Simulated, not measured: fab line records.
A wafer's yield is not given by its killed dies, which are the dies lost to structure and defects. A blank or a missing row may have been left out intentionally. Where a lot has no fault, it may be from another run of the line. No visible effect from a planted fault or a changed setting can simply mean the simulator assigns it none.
A struck lot beside a sound one    flow sfq-line    42 out of 325 route steps
Sound: wafers L454.1, L454.3, L454.4. Struck: wafer L465.2 (L465.5, L465.6, from the same lot, were not struck and are left out); the cause is given at the end.
Each step with rows lists, per side, the tool, then ch with its chambers, then its first start. Under that, the readings that differ: sound wafers    struck wafers    difference of the means    sigmas: that difference in standard deviations of wafers without a fault.
alike: words and numbers the same on both sides, and readings whose means are apart by under 2 such deviations; not compared: readings that were withheld, readings missing a value for some wafer, numbers with overlapping values and no deviation given by the record, and bounds like >300 which may hide the same value.
The two part at a step that has a row with sigmas, a row that says differs or no value, or rows on one side only. When numbers do not overlap yet have no deviation, they are printed without sigmas and do not part them. Lack of a reading on every wafer of one side parts them only where that side has two or more wafers.

first, 6 steps without rows for these wafers: SFQ_TRILAYER_I1_VIA_LITHO_COAT_054 (resist thk 62 nm); SFQ_TRILAYER_I1_VIA_LITHO_COAT_049 (resist thk 650 nm); SFQ_TRILAYER_I1_VIA_LITHO_SOFTBAKE_053; SFQ_TRILAYER_I1_VIA_LITHO_EXPOSE_050 (exposes mask I1, target cd 500 nm); SFQ_TRILAYER_I1_VIA_LITHO_PEB_052 (peb time 60 s); SFQ_TRILAYER_I1_VIA_LITHO_DEVELOP_051 (time 60 s).
SFQ_I1_OVL_MEAS_913:
  sound: overlay-01 at day 24 17:40; struck: overlay-01 at day 38 03:34
  alike: I1_OVL
then, 1 step without rows for these wafers: SFQ_TRILAYER_I1_VIA_BARC_OPEN_VIA_ETCH_071 (etches BARC in O2, target depth 125 nm, time 41.7 s).
SFQ_TRILAYER_I1_VIA_ETCH_VIA_ETCH_052: etches SiO2 in CHF3, stops on Nb, target depth 260 nm.
  sound on rie-diel-04 ch 1,2,3, day 24 17:44; struck on rie-diel-02 ch 2, day 38 03:38
  alike: drypump-motor-current-A, oes-product-au
then, 3 steps without rows for these wafers: SFQ_TRILAYER_I1_VIA_STRIP_STRIP_053 (strips in O2); SFQ_TRILAYER_I1_VIA_STRIP_SOLV_CLEAN_054 (cleans in NMP, time 600 s); SFQ_TRILAYER_M2_DEP_PRE_CLEAN_056 (time 22.5 s).
SFQ_TRILAYER_M2_DEP_SPUTTER_055: material Nb, target thk 200 nm, time 133.3 s.
  sound: pvd-sputter-06 at day 24 18:39; struck: pvd-sputter-05 at day 38 04:34
reading                                              sound              struck  difference  sigmas
model.Nb_of_TRILAYER_M2_DEP_SPUTTER_055.thk-nm (nm)  197.4 199.7 198.8  266.5   +67.9       
  alike: base-pressure-pa, chamber-pressure-pa, throttle-valve-pct
SFQ_M2_RS_MEAS_914: measures by four-point-probe.
  sound: film-metro-03 at day 24 18:45; struck: film-metro-04 at day 38 04:40
reading            sound              struck  difference  sigmas
M2_NB_RS (ohm/sq)  0.899 0.890 0.893  0.666   -0.228      -25
then, 6 steps without rows for these wafers: SFQ_TRILAYER_M2_LITHO_COAT_062 (resist thk 62 nm); SFQ_TRILAYER_M2_LITHO_COAT_057 (resist thk 604.6 nm); SFQ_TRILAYER_M2_LITHO_SOFTBAKE_061; SFQ_TRILAYER_M2_LITHO_EXPOSE_058 (exposes mask M2, target cd 500 nm); SFQ_TRILAYER_M2_LITHO_PEB_060 (peb time 60 s); SFQ_TRILAYER_M2_LITHO_DEVELOP_059 (time 60 s).
SFQ_M2_OVL_MEAS_916:
  sound: overlay-02 at day 24 21:33; struck: overlay-01 at day 38 07:23
reading      sound     struck  difference  sigmas
M2_OVL (nm)  -3 -3 -7  10      +14         +3
SFQ_TRILAYER_M2_BARC_OPEN_METAL_ETCH_077: etches BARC in O2, target depth 125 nm, time 41.7 s.
  sound on rie-metal-01 ch 0,1, day 24 21:35; struck on rie-metal-03 ch 1, day 38 07:25
  alike: drypump-motor-current-A, oes-product-au
  not compared: rf-hours-counter-h
SFQ_TRILAYER_M2_ETCH_METAL_ETCH_060: etches Nb in Cl2/Ar, stops on SiO2, target depth 240 nm, time 120 s.
  sound on rie-metal-01 ch 0,1, day 24 21:39; struck on rie-metal-03 ch 1, day 38 07:29
reading                sound              struck  difference  sigmas
oes-product-au (a.u.)  0.888 0.894 0.884  1.005   +0.116      +17
  alike: drypump-motor-current-A
  not compared: rf-hours-counter-h
SFQ_TRILAYER_M2_STRIP_STRIP_061: strips in O2.
  sound on rie-metal-01 ch 0,1, day 24 21:46; struck on rie-metal-03 ch 1, day 38 07:36
  alike: drypump-motor-current-A, oes-product-au
  not compared: rf-hours-counter-h
then, 3 steps without rows for these wafers: SFQ_TRILAYER_M2_STRIP_SOLV_CLEAN_062 (cleans in NMP, time 600 s); SFQ_TRILAYER_I2_DEP_PECVD_063 (deposits SiO2 from SiH4/N2O, time 111.11 s, target thk 500 nm); SFQ_TRILAYER_I2_CMP_CMP_064 (polishes SiO2).
SFQ_I2_BOW_MEAS_917:
  sound: film-metro-01 at day 25 06:26; struck: film-metro-01 at day 39 02:40
reading      sound  struck  difference  sigmas
I2_BOW (um)  9 9 4  -22     -29         -4
SFQ_TRILAYER_I2_METRO_MEASURE_065:
  sound: film-metro-01 at day 25 06:34; struck: film-metro-01 at day 39 02:58
  alike: thk-nm
then, 6 steps without rows for these wafers: SFQ_TRILAYER_I2_VIA_LITHO_COAT_072 (resist thk 62 nm); SFQ_TRILAYER_I2_VIA_LITHO_COAT_067 (resist thk 650 nm); SFQ_TRILAYER_I2_VIA_LITHO_SOFTBAKE_071; SFQ_TRILAYER_I2_VIA_LITHO_EXPOSE_068 (exposes mask I2, target cd 500 nm); SFQ_TRILAYER_I2_VIA_LITHO_PEB_070 (peb time 60 s); SFQ_TRILAYER_I2_VIA_LITHO_DEVELOP_069 (time 60 s).
SFQ_I2_OVL_MEAS_918:
  sound: overlay-01 at day 32 06:28; struck: overlay-01 at day 39 07:20
  alike: I2_OVL
then, 2 steps without rows for these wafers: SFQ_TRILAYER_I2_VIA_BARC_OPEN_VIA_ETCH_096 (etches BARC in O2, target depth 125 nm, time 41.7 s); SFQ_TRILAYER_I2_VIA_ETCH_VIA_ETCH_070 (etches SiO2 in CHF3, stops on Nb, target depth 260 nm).
SFQ_TRILAYER_I2_VIA_STRIP_STRIP_071: strips in O2.
  sound on rie-metal-01 ch 0, day 32 06:40; struck on rie-metal-04 ch 1, day 39 07:31
reading                sound              struck  difference  sigmas
oes-product-au (a.u.)  0.997 1.004 1.001  0.987   -0.014      -2
  alike: drypump-motor-current-A
  not compared: rf-hours-counter-h
then, 2 steps without rows for these wafers: SFQ_TRILAYER_I2_VIA_STRIP_SOLV_CLEAN_072 (cleans in NMP, time 600 s); SFQ_TRILAYER_M3_DEP_PRE_CLEAN_074 (time 22.5 s).
-- the record jumps here: 50 days lie between the struck wafers' starts before and after --
SFQ_M8_BOW_MEAS_951:
  sound: film-metro-03 at day 87 05:20; struck: film-metro-03 at day 89 17:38
reading                        sound                 struck  difference  sigmas
M8_BOW (um)                    18 18 13              -14     -30         -3
model.etest.m2.comb-log10-ohm  12 12 12              0       -12         
model.etest.m2.ohm-sq          0.9029 0.8925 0.8963  0.6687  -0.2285     

== WHERE THEY PART ==
Last at SFQ_M8_BOW_MEAS_951 as far as this record goes, first at SFQ_M2_RS_MEAS_914.

WHY: whatever the simulator had introduced
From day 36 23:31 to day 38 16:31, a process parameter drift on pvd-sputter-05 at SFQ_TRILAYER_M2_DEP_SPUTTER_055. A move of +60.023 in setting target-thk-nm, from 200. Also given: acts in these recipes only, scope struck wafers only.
